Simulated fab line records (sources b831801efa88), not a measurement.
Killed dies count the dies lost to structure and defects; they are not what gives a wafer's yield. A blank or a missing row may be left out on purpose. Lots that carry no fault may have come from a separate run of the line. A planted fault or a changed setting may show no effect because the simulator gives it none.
Which tool was responsible? || flow gf180mcu || 45 wafers from 15 lots sampled at 2 of the route's 602 steps

## WHAT THE GAUGES SHOWED, per wafer
GF_V2_RS_MEAS_24: uses a four-point probe to measure.
{"lot": "L353", "measured": "day 20 05:18", "on": "film_metro-04", "V2_W_RS (ohm/sq)": "0.345 0.356 0.347"}
{"lot": "L354", "measured": "day 20 15:28", "on": "film_metro-02", "V2_W_RS (ohm/sq)": "0.345 0.347 0.344"}
{"lot": "L355", "measured": "day 20 18:20", "on": "film_metro-04", "V2_W_RS (ohm/sq)": "0.346 0.352 0.347"}
{"lot": "L356", "measured": "day 21 10:22", "on": "film_metro-02", "V2_W_RS (ohm/sq)": "0.351 0.352 0.354"}
{"lot": "L359", "measured": "day 22 18:28", "on": "film_metro-01", "V2_W_RS (ohm/sq)": "0.356 0.350 0.355"}
{"lot": "L361", "measured": "day 23 06:55", "on": "film_metro-01", "V2_W_RS (ohm/sq)": "0.352 0.347 0.349"}
{"lot": "L362", "measured": "day 23 22:11", "on": "film_metro-01", "V2_W_RS (ohm/sq)": "0.345 0.347 0.352"}
{"lot": "L363", "measured": "day 24 01:05", "on": "film_metro-01", "V2_W_RS (ohm/sq)": "0.349 0.349 0.355"}
{"lot": "L367", "measured": "day 25 09:25", "on": "film_metro-02", "V2_W_RS (ohm/sq)": "0.353 0.349 0.345"}
{"lot": "L371", "measured": "day 26 08:34", "on": "film_metro-01", "V2_W_RS (ohm/sq)": "0.348 0.357 0.346"}
{"lot": "L372", "measured": "day 26 15:46", "on": "film_metro-04", "V2_W_RS (ohm/sq)": "0.354 0.348 0.352"}
{"lot": "L373", "measured": "day 26 20:13", "on": "film_metro-01", "V2_W_RS (ohm/sq)": "0.345 0.345 0.353"}
{"lot": "L374", "measured": "day 27 05:08", "on": "film_metro-04", "V2_W_RS (ohm/sq)": "0.355 0.353 0.357"}
{"lot": "L375", "measured": "day 27 13:29", "on": "film_metro-02", "V2_W_RS (ohm/sq)": "0.353 0.349 0.352"}
{"lot": "L376", "measured": "day 27 15:32", "on": "film_metro-04", "V2_W_RS (ohm/sq)": "0.344 0.350 0.351"}

GF_V3_THK_MEAS_03.
{"lot": "L353", "measured": "day 21 08:07", "on": "film_metro-02", "V3_CVD_02_THK (nm)": "862 850 877"}
{"lot": "L354", "measured": "day 21 17:37", "on": "film_metro-03", "V3_CVD_02_THK (nm)": "859 872 865"}
{"lot": "L355", "measured": "day 21 21:20", "on": "film_metro-03", "V3_CVD_02_THK (nm)": "816 857 859"}
{"lot": "L356", "measured": "day 22 12:02", "on": "film_metro-02", "V3_CVD_02_THK (nm)": "850 844 860"}
{"lot": "L359", "measured": "day 23 19:17", "on": "film_metro-02", "V3_CVD_02_THK (nm)": "848 838 842"}
{"lot": "L361", "measured": "day 24 07:16", "on": "film_metro-01", "V3_CVD_02_THK (nm)": "860 865 846"}
{"lot": "L362", "measured": "day 24 22:03", "on": "film_metro-03", "V3_CVD_02_THK (nm)": "837 829 855"}
{"lot": "L363", "measured": "day 25 00:50", "on": "film_metro-02", "V3_CVD_02_THK (nm)": "845 842 838"}
{"lot": "L367", "measured": "day 26 08:24", "on": "film_metro-01", "V3_CVD_02_THK (nm)": "852 860 858"}
{"lot": "L371", "measured": "day 27 07:21", "on": "film_metro-03", "V3_CVD_02_THK (nm)": "833 853 849"}
{"lot": "L372", "measured": "day 27 14:06", "on": "film_metro-01", "V3_CVD_02_THK (nm)": "837 847 849"}
{"lot": "L373", "measured": "day 27 18:13", "on": "film_metro-01", "V3_CVD_02_THK (nm)": "859 881 868"}
{"lot": "L374", "measured": "day 28 02:41", "on": "film_metro-03", "V3_CVD_02_THK (nm)": "835 849 852"}
{"lot": "L375", "measured": "day 28 10:37", "on": "film_metro-03", "V3_CVD_02_THK (nm)": "843 838 843"}
{"lot": "L376", "measured": "day 28 12:54", "on": "film_metro-01", "V3_CVD_02_THK (nm)": "865 860 838"}

## TOOL THAT RAN EACH LOT (tool first, then ch and the chambers of the sampled wafers, then the start)
No process step before these readings appears in the record.

## AS READ BY THE TOOLS THEMSELVES (means over the sampled wafers that have a number; for cases with no such wafer, the mark the record gives instead)
The record holds no such reading with a usual standard deviation.

## THE ANSWER, worked out from the rows above alone
Rule: what is usual is taken from the lots themselves. The widest of any qualifying gaps counts: lots, ordered by their means at a reading, are off when they make up no more than a third of the lots, leave a main group of 4 or more, and stand apart from it by 3 or more times the standard deviation of that group's means. Not used: any main group whose means are identical at the precision the tables above print for the reading. Also off: a lot with no number at a reading for which 4 or more lots have one. Where the step has rows for the other lots, those lots are counted as sound. After the gauges, taken in route order, come the tools' own readings; for these a lot's mean is taken, as printed above. At the first step where some lot is off, the reading lying furthest off is the one used; lots without a number count as furthest.
No lot is off on any of the readings shown, so nothing can be concluded from this.

## WHAT THE SIMULATOR HAD PUT IN
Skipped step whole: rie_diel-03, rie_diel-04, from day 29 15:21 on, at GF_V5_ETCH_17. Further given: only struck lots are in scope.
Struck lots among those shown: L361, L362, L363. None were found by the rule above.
